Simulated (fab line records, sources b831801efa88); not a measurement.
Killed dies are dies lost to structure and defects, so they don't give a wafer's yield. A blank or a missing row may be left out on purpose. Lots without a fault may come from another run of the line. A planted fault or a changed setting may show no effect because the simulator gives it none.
fab line records | flow gf180mcu
record lots=5 wafers=15 last_day=33
route steps=602 shown M4@465 V4@476
lots that met no fault: from a run of the same line without faults
start_h: hours from the record's first day to the start of the lot's first wafer shown | wait_h: hours since the lot's step before | " the same as in the row above | L1.1+2: a row that stands for several wafers | - no value, or no start given | * or withheld: withheld | < > ~ a bound
route shown NAME@n: a module of which the file shows steps, and the number in the route of the first | usual: mean/standard deviation of fault-free wafers | same: alike in all rows | chamber/n: place in a boat | sites: the reading at each site | _std_site: their standard deviation | _edge_site: outer sites' mean less inner sites' | radius_mm: how far each site lies from the wafer's centre | mask NAME#n: copy n | behind: the tool/chamber that last shaped the wafer | hold: why the lot was held/for how many hours/how that ended | device: the transistor (n, p or np) that didn't switch | end of line: the same wafers' tests at the end of the route | a step without rows: its recipe alone | killed: dies lost to structure and defects at the first sort, not the wafer's yield | map: a wafer's dies, x killed, . not, _ none there
set.NAME: the setting as run; set.NAME@STEP: as run at that earlier step | model.NAME: the simulator's own value behind a step, which no gauge read
lots at some steps of the route; a table a step, a row a wafer
services: from which hour (start_h, from the record's first day; less than 0 if before it) a tool's chamber was out of use, for how many hours, and why
## steps
# step GF_M4_COAT_09
# recipe resist=KrF spin_rpm=withheld resist_thk_nm=1000
# usual resist_line_temp_C=23.01/0.1
# columns lot.wafer tool chamber start_h wait_h resist_line_temp_C
L075.2 litho_track-02 0 531.72 0.1 22.98
L075.5 " 0 " " 23.08
L075.6 " 0 " " 23.00
L077.1 litho_track-02 0 553.90 0.1 23.19
L077.3 " 0 " " 22.99
L077.5 " 0 " " 23.26
L082.1 litho_track-04 0 599.12 0.1 23.08
L082.2 " 0 " " 23.20
L082.4 " 0 " " 23.19
L084.2 litho_track-02 0 611.92 0.1 22.95
L084.5 " 0 " " 22.70
L084.6 " 0 " " 23.05
L095.2 litho_track-03 0 681.41 0.1 23.07
L095.4 " 0 " " 23.16
L095.6 " 0 " " 22.99
# step GF_M4_SOFTBAKE_10
# recipe temp_c=130 time_s=60 resist=KrF
# usual resist_line_temp_C=23.02/0.1
# columns lot.wafer tool chamber start_h wait_h resist_line_temp_C
L075.2 litho_track-02 0 531.87 0.1 23.01
L075.5 " 0 " " 23.01
L075.6 " 0 " " 22.90
L077.1 litho_track-02 0 554.05 0.1 23.06
L077.3 " 0 " " 23.19
L077.5 " 0 " " 23.03
L082.1 litho_track-04 0 599.27 0.1 23.20
L082.2 " 0 " " 22.91
L082.4 " 0 " " 23.06
L084.2 litho_track-02 0 612.07 0.1 23.07
L084.5 " 0 " " 22.95
L084.6 " 0 " " 22.91
L095.2 litho_track-03 0 681.56 0.1 23.12
L095.4 " 0 " " 23.13
L095.6 " 0 " " 23.09
# step GF_M4_EXPOSE_11
# recipe mask_id=Metal4 target_cd_nm=280 na=0.68 source_shape=conventional sigma_outer=0.6 dose_mj=28
# same sigma_outer=0.6
# columns lot.wafer tool chamber start_h wait_h mask
L075.2+5+6 krf_scanner-02 0 - - Metal4#0
L077.1+3+5 krf_scanner-01 0 - - Metal4#0
L082.1+2+4 krf_scanner-01 0 - - Metal4#0
L084.2+5+6 krf_scanner-02 0 - - Metal4#0
L095.2+4+6 krf_scanner-02 0 - - Metal4#0
# step GF_M4_PEB_12
# recipe peb_temp_c=135 peb_time_s=90 resist=KrF
# usual resist_line_temp_C=23.02/0.11
# columns lot.wafer tool chamber start_h wait_h resist_line_temp_C
L075.2 litho_track-03 0 - - 22.84
L075.5 " 0 " " 22.99
L075.6 " 0 " " 22.88
L077.1 litho_track-03 0 - - 23.03
L077.3 " 0 " " 23.00
L077.5 " 0 " " 22.99
L082.1 litho_track-04 0 - - 23.00
L082.2 " 0 " " 23.02
L082.4 " 0 " " 23.01
L084.2 litho_track-04 0 - - 23.12
L084.5 " 0 " " 23.11
L084.6 " 0 " " 22.95
L095.2 litho_track-02 0 - - 22.99
L095.4 " 0 " " 22.97
L095.6 " 0 " " 23.03
# step GF_M4_DEVELOP_13
# recipe develop_time_s=60 dev_temp_c=21
# usual resist_line_temp_C=23.00/0.1
# columns lot.wafer tool chamber start_h wait_h resist_line_temp_C
L075.2 litho_track-03 0 543.27 0.2 23.22
L075.5 " 0 " " 22.93
L075.6 " 0 " " 23.02
L077.1 litho_track-03 0 565.09 0.2 22.97
L077.3 " 0 " " 23.05
L077.5 " 0 " " 23.10
L082.1 litho_track-04 0 609.87 0.2 22.91
L082.2 " 0 " " 23.03
L082.4 " 0 " " 22.98
L084.2 litho_track-04 0 621.49 0.2 22.80
L084.5 " 0 " " 23.04
L084.6 " 0 " " 22.79
L095.2 litho_track-02 0 690.57 0.2 22.95
L095.4 " 0 " " 22.82
L095.6 " 0 " " 22.93
# step GF_M4_CD_MEAS_14
# recipe target_cd_nm=280
# usual cd_nm=279.6/0.95
# columns lot.wafer tool chamber start_h wait_h cd_nm
L075.2 cd_sem-01 - 543.41 0.1 279.2
L075.5 " - " " 278.6
L075.6 " - " " 278.4
L077.1 cd_sem-01 - 565.24 0.1 278.4
L077.3 " - " " 279.2
L077.5 " - " " 279.2
L082.1 cd_sem-01 - 610.02 0.1 277.9
L082.2 " - " " 278.2
L082.4 " - " " 278.5
L084.2 cd_sem-01 - 621.64 0.1 280.6
L084.5 " - " " 280.0
L084.6 " - " " 279.1
L095.2 cd_sem-02 - 690.71 0.1 281.1
L095.4 " - " " 282.1
L095.6 " - " " 280.7
# step GF_M4_OVL_MEAS_15
# usual M4_OVL=-3/5.6
# columns lot.wafer tool chamber start_h wait_h M4_OVL[nm]
L075.2 overlay-01 - 543.52 0.1 -15
L075.5 " - " " -10
L075.6 " - " " -10
L077.1 overlay-01 - 565.36 0.1 -1
L077.3 " - " " 1
L077.5 " - " " -2
L082.1 overlay-01 - 610.14 0.1 7
L082.2 " - " " -5
L082.4 " - " " 0
L084.2 overlay-02 - 621.74 0.1 -1
L084.5 " - " " 7
L084.6 " - " " -4
L095.2 overlay-02 - 690.82 0.1 -1
L095.4 " - " " 1
L095.6 " - " " -5
# step GF_M4_METAL_ETCH_16
# recipe chemistry=Cl2/BCl3 mask_material=KrF target_depth_nm=750.8 stop_on=SiO2 pressure_mtorr=8 icp_w=800 bias_w=140 Cl2_flow_sccm=80 bcl3_flow_sccm=40 time_s=125.1
# usual drypump_motor_current_A=5.8/0.42 oes_product_au=0.990/0.0055 throttle_valve_pct=28.229/0.0094
# columns lot.wafer tool chamber start_h wait_h drypump_motor_current_A oes_product_au rf_hours_counter_h throttle_valve_pct
L075.2 rie_metal-03 1 543.59 0.1 5.5 0.989 - 28.228
L075.5 " 1 " " 5.5 1.000 - 28.221
L075.6 " 1 " " 5.5 0.997 - 28.222
L077.1 rie_metal-03 1 565.40 0.0 5.5 0.983 12 28.231
L077.3 " 1 " " 5.5 0.995 - 28.235
L077.5 " 1 " " 5.6 0.995 - 28.223
L082.1 rie_metal-02 0 610.17 0.0 6.2 0.991 0 28.227
L082.2 " 1 " " 6.2 0.994 3 28.218
L082.4 " 1 " " 6.3 0.987 - 28.234
L084.2 rie_metal-02 0 621.77 0.0 6.2 0.994 1 28.233
L084.5 " 1 " " 6.3 0.999 - 28.222
L084.6 " 0 " " 6.3 0.996 - 28.220
L095.2 rie_metal-02 0 690.85 0.0 6.2 0.994 3 28.224
L095.4 " 1 " " 6.3 0.976 - 28.240
L095.6 " 0 " " 6.2 0.987 - 28.256
# step GF_M4_STRIP_17
# recipe chemistry=O2/N2 power_w=1400 pressure_mtorr=1500 platen_temp_c=250 o2_flow_sccm=3000 n2_flow_sccm=300 overash_fraction=0.5
# usual drypump_motor_current_A=5.5/0.56 heater_power_w=329/37 oes_product_au=0.538/0.0052 strip_time_to_endpoint_s=7.38/0.053
# columns lot.wafer tool chamber start_h wait_h drypump_motor_current_A heater_power_w oes_product_au rf_hours_counter_h strip_time_to_endpoint_s
L075.2 plasma_asher-02 1 543.81 0.2 5.5 392 0.538 88 7.32
L075.5 " 0 " " 6.1 309 0.540 - 7.31
L075.6 " 1 " " 5.5 391 0.528 - 7.30
L077.1 plasma_asher-03 1 565.66 0.2 6.1 331 0.529 44 7.39
L077.3 " 0 " " 4.7 330 0.538 - 7.43
L077.5 " 1 " " 6.1 322 0.541 - 7.36
L082.1 plasma_asher-02 1 610.30 0.1 5.5 398 0.539 95 7.39
L082.2 " 0 " " 6.1 305 0.533 95 7.35
L082.4 " 0 " " 6.1 307 0.534 - 7.34
L084.2 plasma_asher-01 1 621.90 0.1 4.8 270 0.543 21 7.40
L084.5 " 1 " " 4.8 281 0.535 - 7.34
L084.6 " 0 " " 5.6 297 0.541 - 7.41
L095.2 plasma_asher-02 0 690.98 0.1 6.1 311 0.533 103 7.40
L095.4 " 0 " " 6.1 301 0.542 - 7.50
L095.6 " 0 " " 6.1 308 0.536 - 7.47
# step GF_M4_STRIP_18
# recipe chemistry=post_etch_residue_remover time_s=1200 temp_c=72.5
# usual bath_heat_duty_pct=14.7/1.5
# columns lot.wafer tool chamber start_h wait_h bath_heat_duty_pct
L075.2 wet_bench-02 0 543.91 0.1 14.1
L075.5 " 0 " " 14.9
L075.6 " 0 " " 14.7
L077.1 wet_bench-03 1 565.76 0.1 16.3
L077.3 " 1 " " 16.3
L077.5 " 1 " " 16.9
L082.1 wet_bench-04 0 610.40 0.1 16.2
L082.2 " 0 " " 13.9
L082.4 " 0 " " 15.5
L084.2 wet_bench-02 0 622.00 0.1 14.7
L084.5 " 0 " " 13.4
L084.6 " 0 " " 15.5
L095.2 wet_bench-04 1 691.08 0.1 12.4
L095.4 " 1 " " 12.5
L095.6 " 1 " " 13.3
# step GF_M4_CLEAN_19
# recipe chemistry=DIW dry=n2_spin
# columns lot.wafer tool chamber start_h wait_h
L075.2+5+6 wet_bench-03 1 544.25 0.0
L077.1+3+5 wet_bench-02 0 566.10 0.0
L082.1+2+4 wet_bench-02 2 610.74 0.0
L084.2+5+6 wet_bench-03 0 622.34 0.0
L095.2+4+6 wet_bench-03 0 691.45 0.0
# step GF_V4_CVD_00
# recipe material=SiO2 target_thk_nm=600 sigma_open_frac=0.3 temp_c=400 time_s=100 sih4_flow_sccm=60 pressure_mtorr=6
# columns lot.wafer tool chamber start_h wait_h
L075.2+5+6 hdpcvd-01 1,2,0 544.34 0.0
L077.1+3+5 hdpcvd-02 0,2,1 566.19 0.0
L082.1+2+4 hdpcvd-02 1,2,0 610.83 0.0
L084.2+5+6 hdpcvd-01 1,2,1 622.44 0.0
L095.2+4+6 hdpcvd-01 1,1,2 691.55 0.0
# step GF_V4_THK_MEAS_01
# recipe reads=SiO2_of_V4_CVD_00
# usual V4_CVD_00_THK=599/6
# columns lot.wafer tool chamber start_h wait_h V4_CVD_00_THK[nm]
L075.2 film_metro-04 - 544.42 0.0 590
L075.5 " - " " 604
L075.6 " - " " 604
L077.1 film_metro-01 - 566.26 0.0 596
L077.3 " - " " 601
L077.5 " - " " 596
L082.1 film_metro-01 - 610.91 0.0 595
L082.2 " - " " 603
L082.4 " - " " 609
L084.2 film_metro-04 - 622.52 0.0 596
L084.5 " - " " 614
L084.6 " - " " 594
L095.2 film_metro-04 - 691.63 0.0 591
L095.4 " - " " 590
L095.6 " - " " 602
# step GF_V4_CVD_02
# recipe material=SiO2 target_thk_nm=850 precursor=TEOS temp_c=400 time_s=94.851 rf_w=600
# usual heater_power_outer_w=396/69 heater_power_w=676/110
# columns lot.wafer tool chamber start_h wait_h heater_power_outer_w heater_power_w
L075.2 pecvd-02 2 544.47 0.0 341 560
L075.5 " 0 " " 550 868
L075.6 " 1 " " 343 681
L077.1 pecvd-01 1 566.32 0.1 324 528
L077.3 " 2 " " 435 775
L077.5 " 1 " " 360 581
L082.1 pecvd-02 1 610.97 0.1 417 770
L082.2 " 2 " " 288 483
L082.4 " 1 " " 451 835
L084.2 pecvd-02 1 622.57 0.0 368 706
L084.5 " 2 " " 370 572
L084.6 " 0 " " 442 712
L095.2 pecvd-01 2 691.68 0.0 337 644
L095.4 " 2 " " 387 717
L095.6 " 0 " " 377 641
# step GF_V4_THK_MEAS_03
# recipe reads=SiO2_of_V4_CVD_02
# usual V4_CVD_02_THK=846/11
# columns lot.wafer tool chamber start_h wait_h V4_CVD_02_THK[nm]
L075.2 film_metro-03 - 544.55 0.0 852
L075.5 " - " " 855
L075.6 " - " " 860
L077.1 film_metro-03 - 566.39 0.0 837
L077.3 " - " " 838
L077.5 " - " " 853
L082.1 film_metro-03 - 611.04 0.0 856
L082.2 " - " " 847
L082.4 " - " " 857
L084.2 film_metro-01 - 622.65 0.0 842
L084.5 " - " " 846
L084.6 " - " " 844
L095.2 film_metro-03 - 691.80 0.1 851
L095.4 " - " " 852
L095.6 " - " " 862
# step GF_V4_CMP_04
# recipe material=SiO2 down_force_psi=4 platen_rpm=60 pad_velocity_m_s=0.94248
# usual motor_current_A=11.9/0.69 time_to_endpoint_s=81/4.9
# columns lot.wafer tool chamber start_h wait_h motor_current_A time_to_endpoint_s
L075.2 cmp-01 1 544.65 0.1 12.3 81
L075.5 " 0 " " 12.5 85
L075.6 " 1 " " 12.7 83
L077.1 cmp-01 2 566.55 0.1 11.4 77
L077.3 " 3 " " 10.8 81
L077.5 " 0 " " 12.6 87
L082.1 cmp-02 0 611.15 0.1 11.9 80
L082.2 " 1 " " 11.8 78
L082.4 " 2 " " 11.2 82
L084.2 cmp-01 2 622.75 0.1 11.6 81
L084.5 " 1 " " 11.8 85
L084.6 " 2 " " 11.7 80
L095.4 cmp-01 1 691.95 0.1 12.9 80
L095.2 " 2 " " 11.7 83
L095.6 " 3 " " 11.8 86
# step GF_V4_BOW_MEAS_05
# recipe mode=bow
# usual V4_BOW=135/9
# columns lot.wafer tool chamber start_h wait_h V4_BOW[um]
L075.2 film_metro-01 - 544.92 0.2 126
L075.5 " - " " 142
L075.6 " - " " 127
L077.1 film_metro-01 - 566.75 0.1 152
L077.3 " - " " 153
L077.5 " - " " 159
L082.1 film_metro-01 - 611.40 0.2 141
L082.2 " - " " 131
L082.4 " - " " 137
L084.2 film_metro-01 - 623.02 0.2 128
L084.5 " - " " 149
L084.6 " - " " 145
L095.2 film_metro-01 - 692.17 0.1 151
L095.4 " - " " 140
L095.6 " - " " 148
# step GF_V4_DEHYDRATE_06
# recipe temp_c=200 time_s=60
# usual resist_line_temp_C=22.97/0.11
# columns lot.wafer tool chamber start_h wait_h resist_line_temp_C
L075.2 litho_track-04 0 555.64 10.7 23.03
L075.5 " 0 " " 23.02
L075.6 " 0 " " 22.95
L077.1 litho_track-02 0 576.40 9.6 23.04
L077.3 " 0 " " 22.93
L077.5 " 0 " " 22.97
L082.1 litho_track-02 0 621.04 9.6 23.05
L082.2 " 0 " " 23.20
L082.4 " 0 " " 23.17
L084.2 litho_track-02 0 632.97 9.9 22.90
L084.5 " 0 " " 22.93
L084.6 " 0 " " 22.76
L095.2 litho_track-04 0 701.19 9.0 22.84
L095.4 " 0 " " 22.77
L095.6 " 0 " " 22.82
# step GF_V4_HMDS_07
# recipe prime_time_s=60 prime_temp_c=120
# usual resist_line_temp_C=23.00/0.1
# columns lot.wafer tool chamber start_h wait_h resist_line_temp_C
L075.2 litho_track-04 0 555.79 0.1 22.82
L075.5 " 0 " " 22.90
L075.6 " 0 " " 22.84
L077.1 litho_track-02 0 576.55 0.1 23.10
L077.3 " 0 " " 23.20
L077.5 " 0 " " 23.15
L082.1 litho_track-02 0 621.19 0.1 22.92
L082.2 " 0 " " 23.09
L082.4 " 0 " " 23.14
L084.2 litho_track-02 0 633.12 0.1 22.86
L084.5 " 0 " " 22.89
L084.6 " 0 " " 22.96
L095.2 litho_track-04 0 701.34 0.1 22.89
L095.4 " 0 " " 22.89
L095.6 " 0 " " 22.80
# step GF_V4_COAT_08
# recipe resist=BARC temp_c=withheld time_s=withheld spin_rpm=withheld resist_thk_nm=withheld
# usual resist_line_temp_C=*
# columns lot.wafer tool chamber start_h wait_h resist_line_temp_C
L075.2 litho_track-04 0 555.94 0.1 *
L075.5 " 0 " " *
L075.6 " 0 " " *
L077.1 litho_track-02 0 576.70 0.1 *
L077.3 " 0 " " *
L077.5 " 0 " " *
L082.1 litho_track-02 0 621.34 0.1 *
L082.2 " 0 " " *
L082.4 " 0 " " *
L084.2 litho_track-02 0 633.27 0.1 *
L084.5 " 0 " " *
L084.6 " 0 " " *
L095.2 litho_track-04 0 701.49 0.1 *
L095.4 " 0 " " *
L095.6 " 0 " " *
# step GF_V4_COAT_09
# recipe resist=KrF spin_rpm=withheld resist_thk_nm=1000
# usual resist_line_temp_C=22.99/0.1
# columns lot.wafer tool chamber start_h wait_h resist_line_temp_C
L075.2 litho_track-04 0 - - 22.92
L075.5 " 0 " " 22.94
L075.6 " 0 " " 22.82
L077.1 litho_track-02 0 - - 23.22
L077.3 " 0 " " 23.00
L077.5 " 0 " " 23.20
L082.1 litho_track-02 0 - - 23.16
L082.2 " 0 " " 22.95
L082.4 " 0 " " 23.03
L084.2 litho_track-02 0 - - 22.86
L084.5 " 0 " " 22.97
L084.6 " 0 " " 22.94
L095.2 litho_track-04 0 - - 23.04
L095.4 " 0 " " 23.03
L095.6 " 0 " " 22.92
# step GF_V4_SOFTBAKE_10
# recipe temp_c=130 time_s=60 resist=KrF
# usual resist_line_temp_C=23.01/0.12
# columns lot.wafer tool chamber start_h wait_h resist_line_temp_C
L075.2 litho_track-04 0 - - 22.85
L075.5 " 0 " " 22.92
L075.6 " 0 " " 23.05
L077.1 litho_track-02 0 - - 22.88
L077.3 " 0 " " 22.99
L077.5 " 0 " " 23.06
L082.1 litho_track-02 0 - - 23.08
L082.2 " 0 " " 23.16
L082.4 " 0 " " 23.00
L084.2 litho_track-02 0 - - 23.28
L084.5 " 0 " " 23.16
L084.6 " 0 " " 23.14
L095.2 litho_track-04 0 - - 23.02
L095.4 " 0 " " 23.15
L095.6 " 0 " " 23.09
# step GF_V4_EXPOSE_11
# recipe mask_id=Via4 target_cd_nm=260 na=0.68 source_shape=conventional sigma_outer=0.6 dose_mj=38
# same sigma_outer=0.6
# columns lot.wafer tool chamber start_h wait_h mask
L075.2+5+6 krf_scanner-01 0 - - Via4#0
L077.1+3+5 krf_scanner-02 0 - - Via4#0
L082.1+2+4 krf_scanner-01 0 - - Via4#0
L084.2+5+6 krf_scanner-01 0 - - Via4#0
L095.2+4+6 krf_scanner-02 0 - - Via4#0
# step GF_V4_PEB_12
# recipe peb_temp_c=135 peb_time_s=90 resist=KrF
# usual resist_line_temp_C=23.02/0.11
# columns lot.wafer tool chamber start_h wait_h resist_line_temp_C
L075.2 litho_track-04 0 - - 22.92
L075.5 " 0 " " 23.13
L075.6 " 0 " " 22.95
L077.1 litho_track-02 0 - - 22.89
L077.3 " 0 " " 22.86
L077.5 " 0 " " 23.00
L082.1 litho_track-01 0 - - 23.04
L082.2 " 0 " " 23.06
L082.4 " 0 " " 23.18
L084.2 litho_track-02 0 - - 23.03
L084.5 " 0 " " 22.91
L084.6 " 0 " " 22.84
L095.2 litho_track-04 0 - - 22.78
L095.4 " 0 " " 22.78
L095.6 " 0 " " 23.02
# step GF_V4_DEVELOP_13
# recipe develop_time_s=60 resist=KrF dev_temp_c=21
# usual resist_line_temp_C=23.02/0.11
# columns lot.wafer tool chamber start_h wait_h resist_line_temp_C
L075.2 litho_track-04 0 567.29 0.2 23.03
L075.5 " 0 " " 23.15
L075.6 " 0 " " 22.92
L077.1 litho_track-02 0 587.80 0.2 22.83
L077.3 " 0 " " 22.93
L077.5 " 0 " " 22.95
L082.1 litho_track-01 0 631.71 0.2 22.72
L082.2 " 0 " " 22.92
L082.4 " 0 " " 22.87
L084.2 litho_track-02 0 643.02 0.2 23.09
L084.5 " 0 " " 23.16
L084.6 " 0 " " 23.12
L095.2 litho_track-04 0 710.84 0.2 23.08
L095.4 " 0 " " 22.93
L095.6 " 0 " " 23.04
# step GF_V4_CD_MEAS_14
# recipe target_cd_nm=260
# usual cd_nm=260.3/1.1
# columns lot.wafer tool chamber start_h wait_h cd_nm
L075.2 cd_sem-02 - 567.44 0.1 261.2
L075.5 " - " " 260.2
L075.6 " - " " 260.1
L077.1 cd_sem-02 - 587.98 0.2 260.4
L077.3 " - " " 261.9
L077.5 " - " " 260.1
L082.1 cd_sem-01 - 631.86 0.1 261.1
L082.2 " - " " 260.2
L082.4 " - " " 260.0
L084.2 cd_sem-02 - 643.16 0.1 259.9
L084.5 " - " " 260.0
L084.6 " - " " 259.4
L095.2 cd_sem-02 - 710.98 0.1 261.0
L095.4 " - " " 260.5
L095.6 " - " " 260.5
# step GF_V4_OVL_MEAS_15
# usual V4_OVL=1/5.3
# columns lot.wafer tool chamber start_h wait_h V4_OVL[nm]
L075.2 overlay-02 - 567.54 0.1 8
L075.5 " - " " 8
L075.6 " - " " 2
L077.1 overlay-02 - 588.10 0.1 2
L077.3 " - " " 5
L077.5 " - " " 5
L082.1 overlay-01 - 631.98 0.1 1
L082.2 " - " " 2
L082.4 " - " " 1
L084.2 overlay-01 - 643.27 0.1 -4
L084.5 " - " " 0
L084.6 " - " " -8
L095.2 overlay-02 - 711.09 0.1 2
L095.4 " - " " -1
L095.6 " - " " 10
# step GF_V4_ETCH_16
# recipe chemistry=N2/H2 target_depth_a=withheld overetch_a=withheld time_s=withheld target=BARC ion_energy_ev=200 source_w=500 bias_w=100 pressure_mtorr=30 n2_flow_sccm=100 h2_flow_sccm=200
# usual drypump_motor_current_A=6.0/0.52 oes_product_au=0.854/0.0045 throttle_valve_pct=13.225/0.01
# columns lot.wafer tool chamber start_h wait_h drypump_motor_current_A oes_product_au throttle_valve_pct
L075.2 rie_diel-01 1 567.57 0.0 6.5 0.857 13.219
L075.5 " 1 " " 6.5 0.852 13.222
L075.6 " 0 " " 6.6 0.861 13.238
L077.1 rie_diel-03 0 588.14 0.0 6.3 0.855 13.228
L077.3 " 3 " " 6.8 0.853 13.220
L077.5 " 2 " " 5.3 0.849 13.224
L082.1 rie_diel-01 3 632.02 0.0 6.3 0.856 13.236
L082.2 " 2 " " 6.4 0.852 13.238
L082.4 " 0 " " 6.6 0.855 13.220
L084.2 rie_diel-04 0 643.30 0.0 5.8 0.859 13.200
L084.5 " 1 " " 5.1 0.856 13.227
L084.6 " 2 " " 5.8 0.850 13.241
L095.2 rie_diel-03 0 711.12 0.0 6.5 0.847 13.219
L095.4 " 1 " " 5.6 0.844 13.223
L095.6 " 2 " " 5.3 0.849 13.203
# step GF_V4_ETCH_17
# recipe chemistry=C4F8/O2/Ar mask_material=KrF target=SiO2 stop_on=TiN source_w=1500 bias_w=1200 pressure_mtorr=40 c4f8_flow_sccm=withheld O2_flow_sccm=6 Ar_flow_sccm=300 time_s=withheld target_depth_a=6300
# usual oes_product_au=0.857/0.0049
# columns lot.wafer tool chamber start_h wait_h oes_product_au
L075.2 rie_diel-01 1 - - 0.853
L075.5 " 1 " " 0.861
L075.6 " 0 " " 0.853
L077.1 rie_diel-03 0 - - 0.856
L077.3 " 3 " " 0.859
L077.5 " 2 " " 0.860
L082.1 rie_diel-01 3 - - 0.855
L082.2 " 2 " " 0.855
L082.4 " 0 " " 0.861
L084.2 rie_diel-04 0 - - 0.859
L084.5 " 1 " " 0.863
L084.6 " 2 " " 0.857
L095.2 rie_diel-03 0 - - 0.857
L095.4 " 1 " " 0.861
L095.6 " 2 " " 0.846
# step GF_V4_STRIP_18
# recipe chemistry=O2/N2 power_w=1400 pressure_mtorr=1500 platen_temp_c=250 o2_flow_sccm=3000 n2_flow_sccm=300 overash_fraction=0.5
# usual drypump_motor_current_A=5.4/0.47 heater_power_w=324/44 oes_product_au=0.592/0.0051
# columns lot.wafer tool chamber start_h wait_h drypump_motor_current_A heater_power_w oes_product_au rf_hours_counter_h
L075.2 plasma_asher-02 0 567.70 - 6.1 299 0.591 91
L075.5 " 0 " " 6.1 303 0.591 -
L075.6 " 1 " " 5.5 393 0.596 -
L077.1 plasma_asher-02 0 588.27 - 6.1 298 0.585 93
L077.3 " 1 " " 5.5 385 0.598 -
L077.5 " 0 " " 6.1 300 0.600 -
L082.1 plasma_asher-02 0 632.15 - 6.1 308 0.586 96
L082.2 " 1 " " 5.5 390 0.594 96
L082.4 " 0 " " 6.1 303 0.596 -
L084.2 plasma_asher-01 0 643.43 - 5.6 304 0.587 23
L084.5 " 1 " " 4.8 270 0.593 -
L084.6 " 0 " " 5.6 297 0.590 -
L095.2 plasma_asher-04 0 711.25 - 4.8 278 0.591 93
L095.4 " 1 " " 5.3 361 0.583 -
L095.6 " 1 " " 5.3 354 0.589 -
# step GF_V4_STRIP_19
# recipe chemistry=post_etch_residue_remover time_s=1200 temp_c=72.5
# usual bath_heat_duty_pct=14.5/1.6
# columns lot.wafer tool chamber start_h wait_h bath_heat_duty_pct
L075.2 wet_bench-02 1 567.80 0.1 15.1
L075.5 " 1 " " 15.3
L075.6 " 1 " " 14.1
L077.1 wet_bench-02 0 588.37 0.1 14.2
L077.3 " 0 " " 14.5
L077.5 " 0 " " 14.9
L082.1 wet_bench-02 0 632.25 0.1 15.3
L082.2 " 0 " " 14.0
L082.4 " 0 " " 15.0
L084.2 wet_bench-01 2 643.53 0.1 12.8
L084.5 " 2 " " 13.0
L084.6 " 2 " " 13.3
L095.2 wet_bench-01 1 711.35 0.1 13.7
L095.4 " 1 " " 12.5
L095.6 " 1 " " 14.0
# step GF_V4_CLEAN_20
# recipe chemistry=DIW dry=n2_spin
# columns lot.wafer tool chamber start_h wait_h
L075.2+5+6 wet_bench-04 0 568.14 0.0
L077.1+3+5 wet_bench-01 3 588.74 0.0
L082.1+2+4 wet_bench-01 3 632.62 0.0
L084.2+5+6 wet_bench-02 3 643.87 0.0
L095.2+4+6 wet_bench-02 0 711.69 0.0
# step GF_V4_SPUTTER_21
# recipe material=Ti target_thk_nm=15 chamber_pressure_pa=5 power_w=2500 substrate_temp_c=200 time_s=80.02
# usual throttle_valve_pct=30.3/1
# columns lot.wafer tool chamber start_h wait_h throttle_valve_pct
L075.2 pvd_sputter-02 - 568.23 0.0 28.3
L075.5 " - " " 28.5
L075.6 " - " " 30.0
L077.1 pvd_sputter-04 - 588.83 0.0 28.8
L077.3 " - " " 29.6
L077.5 " - " " 29.3
L082.1 pvd_sputter-01 - 632.72 0.0 30.8
L082.2 " - " " 31.2
L082.4 " - " " 31.0
L084.2 pvd_sputter-02 - 643.96 0.0 30.5
L084.5 " - " " 29.9
L084.6 " - " " 28.5
L095.2 pvd_sputter-01 - 711.79 0.0 30.7
L095.4 " - " " 31.9
L095.6 " - " " 32.1
# step GF_V4_SPUTTER_22
# recipe material=TiN target_thk_nm=10 chamber_pressure_pa=5 power_w=4000 time_s=40
# usual throttle_valve_pct=30.3/1.1
# columns lot.wafer tool chamber start_h wait_h throttle_valve_pct
L075.2 pvd_sputter-02 - 568.30 0.0 28.2
L075.5 " - " " 28.4
L075.6 " - " " 29.9
L077.1 pvd_sputter-04 - 588.89 0.0 28.8
L077.3 " - " " 29.7
L077.5 " - " " 29.5
L082.1 pvd_sputter-01 - 632.78 0.0 30.9
L082.2 " - " " 31.1
L082.4 " - " " 31.0
L084.2 pvd_sputter-02 - 644.02 0.0 30.5
L084.5 " - " " 30.1
L084.6 " - " " 28.4
L095.2 pvd_sputter-01 - 711.85 0.0 31.0
L095.4 " - " " 32.2
L095.6 " - " " 31.9
# step GF_V4_CVD_23
# recipe material=W target_thk_nm=350 time_s=104.9 temp_c=400 pressure_torr=40
# usual heater_power_outer_w=458/59 heater_power_w=752/56
# columns lot.wafer tool chamber start_h wait_h heater_power_outer_w heater_power_w
L075.2 cvd_w-02 1 568.33 0.0 400 709
L075.5 " 1 " " 414 699
L075.6 " 0 " " 535 814
L077.1 cvd_w-01 0 588.93 0.0 473 779
L077.3 " 0 " " 469 770
L077.5 " 0 " " 476 773
L082.1 cvd_w-02 0 632.82 0.0 542 819
L082.2 " 1 " " 418 715
L082.4 " 0 " " 522 802
L084.2 cvd_w-01 0 644.06 0.0 476 805
L084.5 " 1 " " 393 685
L084.6 " 0 " " 479 759
L095.2 cvd_w-02 0 711.89 0.0 524 836
L095.4 " 1 " " 404 712
L095.6 " 1 " " 405 709
# step GF_V4_RS_MEAS_24
# recipe thk_meas_gauge=four-point-probe reads=W_of_V4_CVD_23+TiN_of_V4_SPUTTER_22+Ti_of_V4_SPUTTER_21
# usual V4_W_RS=0.326/0.0034
# columns lot.wafer tool chamber start_h wait_h V4_W_RS[ohm/sq]
L075.2 film_metro-03 - 568.47 0.1 0.323
L075.5 " - " " 0.326
L075.6 " - " " 0.321
L077.1 film_metro-01 - 589.05 0.1 0.323
L077.3 " - " " 0.326
L077.5 " - " " 0.327
L082.1 film_metro-01 - 632.93 0.1 0.329
L082.2 " - " " 0.328
L082.4 " - " " 0.328
L084.2 film_metro-03 - 644.20 0.1 0.327
L084.5 " - " " 0.320
L084.6 " - " " 0.324
L095.2 film_metro-03 - 712.02 0.1 0.328
L095.4 " - " " 0.328
L095.6 " - " " 0.331
## services
# columns tool chamber start_h hours kind
krf_scanner-01 - 512.37 4.4 pm
rie_diel-01 0 520.09 5.5 repair
krf_scanner-01 - 526.18 1.3 pm
krf_scanner-01 - 532.58 0.8 pm
krf_scanner-02 - 569.27 0.8 pm
krf_scanner-01 - 575.02 0.5 repair
krf_scanner-02 - 575.70 1.0 pm
krf_scanner-01 - 587.95 1.0 pm
pvd_sputter-02 - 592.74 3.1 repair
rie_diel-01 0 597.87 5.2 repair
pvd_sputter-01 - 603.37 4.8 repair
rie_diel-03 - 607.73 76.0 repair
rie_diel-03 2 609.46 7.8 repair
krf_scanner-01 - 610.81 3.6 pm
plasma_asher-02 - 610.95 6.3 repair
rie_diel-01 - 634.90 6.3 repair
rie_diel-01 - 651.10 0.2 repair
wet_bench-03 - 665.13 9.1 repair
krf_scanner-02 - 671.42 1.3 pm
krf_scanner-02 - 673.97 1.1 repair
rie_diel-03 - 683.73 2.8 pm
pvd_sputter-01 - 690.45 11.8 repair
krf_scanner-01 - 701.43 0.8 pm
krf_scanner-01 - 702.18 1.3 pm
## key
fault none
